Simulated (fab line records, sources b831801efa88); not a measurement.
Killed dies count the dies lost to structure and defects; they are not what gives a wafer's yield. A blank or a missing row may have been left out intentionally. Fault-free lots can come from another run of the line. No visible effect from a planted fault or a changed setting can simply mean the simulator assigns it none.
Matching of chambers ; flow sky130 ; cmp-01 running SKY_CONTACT_CMP_04: 4 sister chambers
The step polishes SiO2. 8 wafers are shown with their chamber, then 9 later ones without.

WAFERS PAIRED WITH THEIR CHAMBERS
wafer;chamber;motorCurrentA (A);timeToEndpointS (s)
L243.4;1;11.2;78
L248.1;3;16.1;72
L248.2;2;10.9;87
L251.1;2;11.0;88
L251.6;0;13.4;79
L252.1;0;14.3;83
L252.4;1;11.8;81
L252.5;3;14.9;80

WAFERS MISSING THEIR CHAMBER
wafer;motorCurrentA (A);timeToEndpointS (s)
L254.2;11.5;88
L254.4;15.4;83
L254.6;13.6;90
L256.1;14.3;88
L256.4;11.7;84
L256.5;15.8;88
L257.1;15.5;83
L257.3;11.9;84
L257.6;13.2;87

WHICH CHAMBER EACH ONE RAN IN
wafer;from the rows above;in truth
L254.2;can't be placed: 2 or 1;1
L254.4;can't be placed: 3 or 0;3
L254.6;can't be placed: 0 or 2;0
L256.1;can't be placed: 0 or 3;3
L256.4;can't be placed: 1 or 2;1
L256.5;can't be placed: 3 or 0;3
L257.1;can't be placed: 3 or 0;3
L257.3;can't be placed: 1 or 2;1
L257.6;can't be placed: 0 or 1 or 2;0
Correctly placed: 0 of 9. Can't be placed from these rows: 9 (the true chamber is among the candidates in 9). Wrongly placed: 0.
How it was worked out, from the rows above alone: a wafer's distance from a chamber is the root of the sum, over the readings, of the square of ((its reading less the chamber's mean) divided by the reading's scatter). The wafer belongs to the nearest chamber; if the next one is less than 2 further off, it can't be placed. For every chamber, the mean is computed from those of its wafers that are shown. How the scatter is found: for the shown wafers, subtract from each reading the mean of its chamber, square and add these, divide the total by (wafers less chambers), then take the root.
